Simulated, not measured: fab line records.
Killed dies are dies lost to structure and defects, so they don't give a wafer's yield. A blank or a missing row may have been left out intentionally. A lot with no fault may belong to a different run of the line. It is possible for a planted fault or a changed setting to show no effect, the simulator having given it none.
The tool behind it: which one? -- flow gf180mcu -- 13 lots, 39 wafers sampled, at 4 steps of a route of 602

## WHAT THE GAUGES SHOWED, per wafer
The record holds no reading of a measuring or inspecting step that can be judged against a usual standard deviation.

## WHICH TOOL RAN EACH LOT (tool, then ch and the chambers of the sampled wafers, then the start)
lot,GF_V3_CMP_04,GF_V3_ETCH_17,GF_V4_CMP_04,GF_V4_SOFTBAKE_10
L779,"cmp-02 ch 0,1,2, day 22 03:57","rie-diel-01 ch 1,3, day 24 04:44 or earlier","cmp-01 ch 0,2,3, day 24 04:44","litho-track-03 ch 0, day 24 15:00"
L778,"cmp-01 ch 1,2,3, day 22 04:19","rie-diel-03 ch 0,1,2, day 24 05:02 or earlier","cmp-01 ch 1,2,3, day 24 05:02","litho-track-04 ch 0, day 24 16:00"
L780,"cmp-01 ch 0,1,2, day 22 09:02","rie-diel-02 ch 2,3, day 24 09:23 or earlier","cmp-02 ch 1,2,3, day 24 09:23","litho-track-03 ch 0, day 24 20:00"
L782,"cmp-01 ch 0,1, day 23 07:43","rie-diel-03 ch 1,3, day 25 06:44 or earlier","cmp-01 ch 0,1,2, day 25 06:44","litho-track-02 ch 0, day 25 17:00"
L784,"cmp-01 ch 0,1,2, day 24 03:05","rie-diel-03 ch 1,3, day 26 01:57 or earlier","cmp-01 ch 1,2,3, day 26 01:57","litho-track-02 ch 0, day 26 11:00"
L786,"cmp-02 ch 0,2,3, day 25 01:35","rie-diel-01 ch 1,3, day 26 21:43 or earlier","cmp-01 ch 1,3, day 26 21:43","litho-track-02 ch 0, day 27 08:00"
L789,"cmp-01 ch 0,1,3, day 25 15:05","rie-diel-01 ch 1,2,3, day 27 10:56 or earlier","cmp-01 ch 0,1,3, day 27 10:56","litho-track-02 ch 0, day 27 21:00"
L792,"cmp-01 ch 0,1,3, day 26 15:35","rie-diel-03 ch 0,2, day 28 11:02 or earlier","cmp-02 ch 0,2, day 28 11:02","litho-track-03 ch 0, day 28 21:00"
L795,"cmp-02 ch 0,1,2, day 27 09:58","rie-diel-01 ch 0,1,3, day 29 04:42 or earlier","cmp-02 ch 1,2, day 29 04:42","litho-track-03 ch 0, day 29 14:00"
L796,"cmp-02 ch 0,2,3, day 27 19:05","rie-diel-01 ch 0,1,3, day 29 12:38 or earlier","cmp-01 ch 0,1, day 29 12:38","litho-track-03 ch 0, day 29 22:00"
L797,"cmp-01 ch 1,2,3, day 28 10:22","rie-diel-01 ch 0,2,3, day 30 03:29 or earlier","cmp-02 ch 1,2, day 30 03:29","litho-track-03 ch 0, day 30 13:00"
L798,"cmp-01 ch 1,2,3, day 28 10:53","rie-diel-03 ch 0,2,3, day 30 03:50 or earlier","cmp-01 ch 1,3, day 30 03:50","litho-track-02 ch 0, day 30 14:00"
L799,"cmp-01 ch 0,2, day 28 17:43","rie-diel-01 ch 0,3, day 30 10:48 or earlier","cmp-02 ch 1,2, day 30 10:48","litho-track-03 ch 0, day 30 20:00"
- GF_V3_CMP_04: polishes SiO2.
- GF_V3_ETCH_17: etches SiO2 in C4F8/O2/Ar, stops on TiN, target depth 635 nm.
- GF_V4_CMP_04: polishes SiO2.
- GF_V4_SOFTBAKE_10: time 60 s.

## WHAT THE TOOLS THEMSELVES READ (means of the sampled wafers that have a number; where no wafer has one, the mark that the record gives instead)
GF_V3_CMP_04.
lot,tool,motor-current-A (A),slurry-flow-ml-min,time-to-endpoint-s (s)
L779,cmp-02,12.6,150.1,80
L778,cmp-01,11.7,149.7,82
L780,cmp-01,11.4,149.6,85
L782,cmp-01,12.2,149.4,81
L784,cmp-01,11.6,150.3,84
L786,cmp-02,12.5,149.7,88
L789,cmp-01,12.1,149.9,83
L792,cmp-01,12.0,150.1,79
L795,cmp-02,12.5,149.9,91
L796,cmp-02,12.8,149.8,87
L797,cmp-01,11.0,149.9,86
L798,cmp-01,11.3,149.5,78
L799,cmp-01,11.0,149.4,81

GF_V3_ETCH_17.
lot,tool,oes-product-au (a.u.)
L779,rie-diel-01,0.857
L778,rie-diel-03,0.859
L780,rie-diel-02,0.857
L782,rie-diel-03,0.856
L784,rie-diel-03,0.854
L786,rie-diel-01,0.856
L789,rie-diel-01,0.857
L792,rie-diel-03,0.851
L795,rie-diel-01,0.856
L796,rie-diel-01,0.856
L797,rie-diel-01,0.856
L798,rie-diel-03,0.859
L799,rie-diel-01,0.853

GF_V4_CMP_04.
lot,tool,motor-current-A (A),slurry-flow-ml-min,time-to-endpoint-s (s)
L779,cmp-01,11.2,150.1,83
L778,cmp-01,11.2,150.0,77
L780,cmp-02,12.9,149.8,78
L782,cmp-01,11.3,150.2,88
L784,cmp-01,11.3,149.7,79
L786,cmp-01,12.0,150.3,74
L789,cmp-01,11.3,150.3,79
L792,cmp-02,12.2,149.7,82
L795,cmp-02,12.9,150.0,84
L796,cmp-01,12.2,150.1,76
L797,cmp-02,12.1,149.7,88
L798,cmp-01,11.3,149.9,83
L799,cmp-02,12.2,150.3,83

GF_V4_SOFTBAKE_10.
lot,tool,heater-power-total-W (W),plate-temp-C (C),run-length-s (s)
L779,litho-track-03,93.08,130.02,88.98
L778,litho-track-04,93.02,130.07,89.16
L780,litho-track-03,93.03,129.97,88.88
L782,litho-track-02,93.07,129.91,88.80
L784,litho-track-02,93.06,130.01,88.85
L786,litho-track-02,93.02,129.72,93.14
L789,litho-track-02,92.99,130.00,93.07
L792,litho-track-03,93.04,130.20,88.85
L795,litho-track-03,93.03,129.91,88.97
L796,litho-track-03,93.08,129.92,89.02
L797,litho-track-03,93.08,130.08,88.92
L798,litho-track-02,93.06,130.03,88.80
L799,litho-track-03,93.02,129.91,89.03

## THE ANSWER, worked out from the rows above alone
Rule: usual is defined by the lots themselves. The widest of any qualifying gaps counts: lots, ordered by their means at a reading, are off when they make up no more than a third of the lots, leave a main group of 4 or more, and stand apart from it by 3 or more times the standard deviation of that group's means. A main group whose means are all the same, to the digits that the tables above print for the reading, isn't used. Also off: a lot with no number at a reading for which 4 or more lots have one. Where the step has rows for the other lots, those lots are counted as sound. The gauges are gone through in route order, then the tools' own readings, and for those a lot's mean is taken as printed above. At the first step where some lot is off, the reading lying furthest off is the one used; lots without a number count as furthest.
Off: L786, L789 (GF_V4_SOFTBAKE_10, run-length-s). The main group has a mean of 88.93 s with a standard deviation of 0.11.
A tool fits if, at that step or a process step before it, it ran every lot that is off, and no sound lot after the first of them. GF_V3_ETCH_17 gives no start for some lots, so the hours and the order of its lots are those of GF_V4_CMP_04. Of those tried, none fits.

## WHAT THE SIMULATOR PUT IN
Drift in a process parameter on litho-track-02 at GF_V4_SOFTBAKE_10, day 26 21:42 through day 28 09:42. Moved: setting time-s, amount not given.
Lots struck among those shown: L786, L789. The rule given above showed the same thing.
